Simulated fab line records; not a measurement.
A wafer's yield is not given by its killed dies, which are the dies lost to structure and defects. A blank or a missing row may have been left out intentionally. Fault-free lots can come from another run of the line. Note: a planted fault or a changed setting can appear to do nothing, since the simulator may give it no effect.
Which of the tools did it? -- flow gf180mcu -- 14 lots, 42 wafers sampled, at 2 steps of a route of 602

## WHAT THE GAUGES SHOWED, per wafer
GF_M5_CD_MEAS_07: target cd 280 nm. Usual: 280.2 nm for cd_nm, sd 1.2.
lot,measured,on,cd_nm (nm),flag
L736,day 26 08:40,cd_sem-02,280.8 279.3 278.6,
L738,day 26 23:14,cd_sem-02,279.4 279.8 279.8,
L740,day 27 17:57,cd_sem-01,279.5 280.2 279.2,
L741,day 28 03:28,cd_sem-02,278.7 279.3 278.0,
L742,day 28 12:45,cd_sem-02,282.2 282.8 282.5,
L743,day 28 13:27,cd_sem-01,281.0 281.5 282.5,
L744,day 29 04:32,cd_sem-02,279.8 278.5 279.8,
L746,day 29 17:21,cd_sem-01,280.9 280.5 279.8,
L748,day 30 02:54,cd_sem-02,281.3 280.8 280.8,
L752,day 31 10:18,cd_sem-02,281.1 280.8 282.1,
L753,day 31 13:55,cd_sem-01,279.8 279.4 279.5,
L757,day 32 11:59,cd_sem-01,278.2 278.6 278.5,
L758,day 32 17:11,cd_sem-02,281.5 280.7 279.8,
L759,day 33 03:40,cd_sem-02,279.8 280.9 279.8,

GF_V5_THK_MEAS_01. Usual: V5_CVD_00_THK typically reads 297 nm, with standard deviation 3.1.
lot,measured,on,V5_CVD_00_THK (nm),flag
L736,day 26 09:37,film_metro-02,297 301 300,
L738,day 27 00:13,film_metro-03,295 292 296,
L740,day 27 18:51,film_metro-04,297 299 300,
L741,day 28 04:20,film_metro-04,299 298 302,
L742,day 28 13:37,film_metro-03,290 296 295,
L743,day 28 14:19,film_metro-04,295 296 290,
L744,day 29 05:26,film_metro-04,301 298 298,
L746,day 29 18:14,film_metro-02,301 301 296,
L748,day 30 03:46,film_metro-03,294 291 296,
L752,day 31 11:10,film_metro-02,294 297 299,
L753,day 31 14:48,film_metro-04,297 300 297,
L757,day 32 12:53,film_metro-04,298 296 294,
L758,day 32 18:02,film_metro-04,299 298 303,
L759,day 33 04:32,film_metro-02,302 298 295,

## TOOL THAT RAN EACH LOT (tool first, then ch and the chambers of the sampled wafers, then the start)
Before these readings, the record contains no process step.

## AS READ BY THE TOOLS THEMSELVES (means over the sampled wafers that have a number; for cases with no such wafer, the mark the record gives instead)
The record holds no such reading with a usual standard deviation.

## THE ANSWER, worked out from the rows above alone
Rule: a lot counts as off when the mean over its wafers that have a number is more than 3 standard deviations away from the usual mean. A lot without any number at a reading at which 4 lots or more have one is off too. All remaining lots with rows at the step are treated as sound. After the gauges, taken in route order, come the tools' own readings; for these a lot's mean is taken, as printed above. The first step at which some lot is off is used, and at that step the reading that is off furthest; a lot without a number counts as furthest.
No lot is off at any reading shown: from this, nothing can be told.

## WHAT THE SIMULATOR PUT IN
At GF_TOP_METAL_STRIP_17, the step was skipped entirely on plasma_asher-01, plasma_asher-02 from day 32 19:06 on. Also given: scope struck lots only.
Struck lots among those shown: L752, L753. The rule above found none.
